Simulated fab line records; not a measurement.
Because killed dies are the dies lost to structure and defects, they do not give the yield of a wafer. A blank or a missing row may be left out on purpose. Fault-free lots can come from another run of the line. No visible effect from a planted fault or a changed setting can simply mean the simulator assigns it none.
A struck lot beside a sound one | flow sky130 | 45 steps out of a route of 708
Sound: these wafers, L523.1, L523.4, L523.5. Struck: wafers L535.1, L535.3, L535.6. The cause is named last.
Order at every step that has rows: each side's tool, ch and its chambers, its first start. Under that, the readings that differ: sound wafers | struck wafers | difference of the means | sigmas: that difference in standard deviations of wafers without a fault.
alike: readings whose means differ by less than 2 such deviations, and words and numbers that are the same on both sides. not compared: withheld readings, readings that some wafer has no value for, bounds like >300 that may hide the same value, and numbers for which the record gives no deviation and whose values overlap.
The two part at a step that has a row with sigmas, a row that says differs or no value, or rows on one side only. Non-overlapping numbers with no deviation appear without sigmas and do not part them. A reading that every wafer of one side lacks parts them only if that side has two wafers or more.

first, 5 steps without rows for these wafers: SKY_SONOS_TUNNEL_COAT_02 (resist thk 1140 nm); SKY_SONOS_TUNNEL_SOFTBAKE_03 (time 60 s); SKY_SONOS_TUNNEL_EXPOSE_04 (exposes mask TUNM, target cd 410 nm); SKY_SONOS_TUNNEL_PEB_05; SKY_SONOS_TUNNEL_DEVELOP_06 (develop time 60 s).
SKY_SONOS_TUNNEL_CD_MEAS_07: the cd target is 410 nm.
  sound: cd_sem-01 at day 12 00:58; struck: cd_sem-01 at day 16 06:07
  alike: cd_nm
SKY_SONOS_TUNNEL_OVL_MEAS_08:
  sound: overlay-02 at day 12 01:05; struck: overlay-02 at day 16 06:14
  alike: SONOS_TUNNEL_OVL
then, 3 steps without rows for these wafers: SKY_SONOS_TUNNEL_IMPLANT_09; SKY_SONOS_TUNNEL_WET_ETCH_10 (etches SiO2 in dHF, target depth 14 nm, time 280 s); SKY_SONOS_TUNNEL_STRIP_11 (strips in SPM, time 600 s).
SKY_SONOS_TUNNEL_TW_MEAS_12:
  sound: film_metro-02 at day 12 01:32; struck: film_metro-04 at day 16 06:41
  alike: SONOS_TUNNEL_TW
then, 1 step without rows for these wafers: SKY_SONOS_TUNNEL_CLEAN_13 (cleans in dHF, time 20 s).
SKY_SONOS_ONO_OXIDATION_00: stabilise 600 s, purge 300 s, target thk 2.6 nm.
  sound on furnace-02 ch 0, day 12 01:55; struck on furnace-02 ch 0, day 16 07:13
  reading                                          | sound             | struck            | difference | sigmas
  spike_tc_centre_C (C)                            | 800.5 800.3 800.1 | 802.3 803.5 803.3 | +2.7       | +2
  spike_tc_top_C (C)                               | 813.8 813.2 814.8 | 821.0 818.8 820.0 | +6.0       | +3
  spike_tc_upper_C (C)                             | 801.2 798.1 798.7 | 766.0 766.9 765.9 | -33.1      | -30
  zone_power_upper_pct (%)                         | 13.0 13.3 13.2    | 3.4 3.4 3.4       | -9.8       | -18
  model.SiO2_of_SONOS_ONO_OXIDATION_00.thk_nm (nm) | 2.734 2.744 2.739 | 2.556 2.563 2.519 | -0.193     |
SKY_SONOS_ONO_THK_MEAS_01:
  sound: film_metro-01 at day 12 03:16; struck: film_metro-04 at day 16 08:34
  reading                      | sound          | struck         | difference | sigmas
  SONOS_ONO_OXIDATION_THK (nm) | 2.77 2.74 2.74 | 2.63 2.54 2.52 | -0.19      | -3
then, 1 step without rows for these wafers: SKY_SONOS_ONO_CVD_02 (deposits Si3N4 from DCS/NH3, target thk 10.5 nm, time 180 s).
SKY_SONOS_ONO_THK_MEAS_03:
  sound: film_metro-03 at day 12 06:44; struck: film_metro-03 at day 16 12:16
  alike: SONOS_ONO_CVD_02_THK
then, 1 step without rows for these wafers: SKY_SONOS_ONO_CVD_04 (deposits SiO2 from SiH4/N2O, target thk 5.7199 nm).
SKY_SONOS_ONO_THK_MEAS_05:
  sound: film_metro-01 at day 12 08:02; struck: film_metro-03 at day 16 13:34
  alike: SONOS_ONO_CVD_04_THK
then, 7 steps without rows for these wafers: SKY_SONOS_ONO_DEHYDRATE_06 (time 60 s); SKY_SONOS_ONO_HMDS_07 (prime time 60 s); SKY_SONOS_ONO_COAT_08 (resist thk 1140 nm); SKY_SONOS_ONO_SOFTBAKE_09 (time 60 s); SKY_SONOS_ONO_EXPOSE_10 (exposes mask ONOM, target cd 410 nm); SKY_SONOS_ONO_PEB_11; SKY_SONOS_ONO_DEVELOP_12 (develop time 60 s).
SKY_SONOS_ONO_CD_MEAS_13: the cd target is 410 nm.
  sound: cd_sem-01 at day 13 09:31; struck: cd_sem-01 at day 17 17:40
  alike: cd_nm
SKY_SONOS_ONO_OVL_MEAS_14:
  sound: overlay-01 at day 13 09:38; struck: overlay-01 at day 17 17:47
  alike: SONOS_ONO_OVL
SKY_SONOS_ONO_ETCH_15: etches the open film in CHF3/O2, target depth 19.52 nm, time 7.8 s.
  sound on rie_diel-04 ch 0,2,3, day 13 09:41; struck on rie_diel-04 ch 0,1,3, day 17 17:50
  alike: drypump_motor_current_A, oes_product_au, throttle_valve_pct
  not compared: rf_hours_counter_h
then, 1 step without rows for these wafers: SKY_SONOS_ONO_WET_ETCH_16 (etches SiO2 in dHF, target depth 14 nm, time 280 s).
SKY_SONOS_ONO_STRIP_17: strips in O2/N2.
  sound on plasma_asher-03 ch 1, day 13 09:47; struck on plasma_asher-04 ch 1, day 17 17:56
  alike: drypump_motor_current_A, oes_product_au, strip_time_to_endpoint_s
  not compared: rf_hours_counter_h
then, 3 steps without rows for these wafers: SKY_SONOS_ONO_WET_ETCH_18 (etches Si3N4 in H3PO4, target depth 15 nm, time 172 s); SKY_GATE_OXIDE_CLEAN_00 (cleans in SC1/SC2, time 150 s); SKY_GATE_OXIDE_OXIDATION_01 (stabilise 600 s, purge 300 s, target thk 10.268 nm).
SKY_GATE_OXIDE_THK_MEAS_02:
  sound: film_metro-03 at day 13 13:19; struck: film_metro-03 at day 17 20:26
  alike: GATE_OXIDE_OXIDATION_00_THK
then, 7 steps without rows for these wafers: SKY_GATE_OXIDE_DEHYDRATE_03 (time 60 s); SKY_GATE_OXIDE_HMDS_04 (prime time 60 s); SKY_GATE_OXIDE_COAT_05 (resist thk 1140 nm); SKY_GATE_OXIDE_SOFTBAKE_06 (time 60 s); SKY_GATE_OXIDE_EXPOSE_07 (exposes mask LVOM, target cd 600 nm); SKY_GATE_OXIDE_PEB_08; SKY_GATE_OXIDE_DEVELOP_09 (develop time 60 s).
SKY_GATE_OXIDE_OVL_MEAS_10:
  sound: overlay-01 at day 14 15:43; struck: overlay-01 at day 19 02:28
  alike: GATE_OXIDE_OVL
-- the record jumps here: 19 days lie between the struck wafers' starts before and after (it left off in module GATE_OXIDE and takes up again in module METAL1, whose first step shown is number 451 of the route) --
SKY_METAL1_DESCUM_17: chemistry O2, time 8 s.
  sound on rie_metal-03 ch 0, day 33 08:53; struck on rie_metal-01 ch 0,1, day 38 08:50
  reading                 | sound           | struck            | difference | sigmas
  model.METAL1.cd_nm (nm) | 139 141.5 140.3 | 160.7 159.8 158.6 | +19.4      |
  alike: drypump_motor_current_A, oes_product_au
  not compared: rf_hours_counter_h
SKY_METAL1_METAL_ETCH_19: etches the open film in Cl2/BCl3, stops on SiO2, target depth 360 nm, time 78 s.
  sound on rie_metal-03 ch 0, day 33 08:58; struck on rie_metal-01 ch 0,1, day 38 08:56
  reading                 | sound             | struck            | difference | sigmas
  model.METAL1.cd_nm (nm) | 139.6 143.6 140.5 | 161.7 160.4 157.9 | +18.8      |
  alike: drypump_motor_current_A, oes_product_au, throttle_valve_pct
  not compared: rf_hours_counter_h
-- the record jumps here: 11 days lie between the struck wafers' starts before and after (it left off in module METAL1 and takes up again in module PAD_OPEN, whose first step shown is number 708 of the route) --
SKY_PAD_OPEN_PROBE_99:
  sound: prober-02 at day 46 03:20; struck: prober-01 at day 49 20:56
  reading                        | sound              | struck            | difference | sigmas
  killed_open                    | 53 63 56           | 49 43 36          | -15        | -2
  model.etest.met1.width_nm (nm) | 140.3 142.7 143.6  | 160.6 159.7 158.1 | +17.3      |
  model.etest.met1.line_ohm_um   | 0.9282 0.92 0.8955 | 0.8003 0.8 0.8249 | -0.1062    |
  alike: killed_at_M0_to_M3, killed_at_M4_up, killed_at_contacts, killed_at_front_end, killed_at_other, killed_dies, killed_short

== WHERE THEY PART ==
At SKY_SONOS_ONO_OXIDATION_00 first; at SKY_PAD_OPEN_PROBE_99 last (within this record only).

WHY: whatever the simulator had introduced
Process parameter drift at SKY_SONOS_ONO_OXIDATION_00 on furnace-02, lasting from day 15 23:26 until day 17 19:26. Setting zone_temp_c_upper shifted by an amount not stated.
